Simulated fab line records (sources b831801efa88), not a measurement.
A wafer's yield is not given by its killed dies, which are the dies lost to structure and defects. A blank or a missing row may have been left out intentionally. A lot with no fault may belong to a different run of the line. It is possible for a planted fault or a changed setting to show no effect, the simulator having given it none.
The same fault as seen by 2 desks -- flow sky130 -- what lay behind the numbers comes last; until then each desk has only its own

AT THE METROLOGY DESK
Means of the sampled wafers that have a number, per lot and without regard to the tool the lot ran on: this is what the gauges read. Any lot whose mean is over 4 standard deviations away from the usual mean is out of limits and marked OUT; that distance is given in the brackets.
Columns: A = cdNm at SKY_VIA3_CD_MEAS_12, usual 200.4 nm; B = VIA3_OVL at SKY_VIA3_OVL_MEAS_13, usual -1 nm
lot,first seen here,A,B
L517,day 41 16:18,198.1,2
L521,day 41 18:03,199.0,-2
L526,day 42 19:08,202.3,-4
L535,day 45 05:22,199.0,3
L538,day 46 00:34,202.0,-5
This desk's verdict: no lot among the 5 shows anything out of limits.

TOOL OWNER'S DESK, pvdSputter-02
The tool's own readings at SKY_VIA3_SPUTTER_20 (material TiN, target thk 20 nm, time 80 s): means of the sampled wafers that have a number, for each lot that ran on this tool. Any lot whose mean is over 4 standard deviations away from the usual mean is out of limits and marked OUT; that distance is given in the brackets.
Columns: A = throttleValvePct at SKY_VIA3_SPUTTER_20, usual 30.1 %
lot,first seen here,A
L521,day 41 19:20,30.2
L526,day 42 19:59,29.9
This desk's verdict: no lot among the 2 shows anything out of limits.

TAKEN TOGETHER
At the metrology desk, nothing out of limits was observed.
Nothing out of limits was seen by the tool owner's desk.

WHAT THE SIMULATOR PUT IN
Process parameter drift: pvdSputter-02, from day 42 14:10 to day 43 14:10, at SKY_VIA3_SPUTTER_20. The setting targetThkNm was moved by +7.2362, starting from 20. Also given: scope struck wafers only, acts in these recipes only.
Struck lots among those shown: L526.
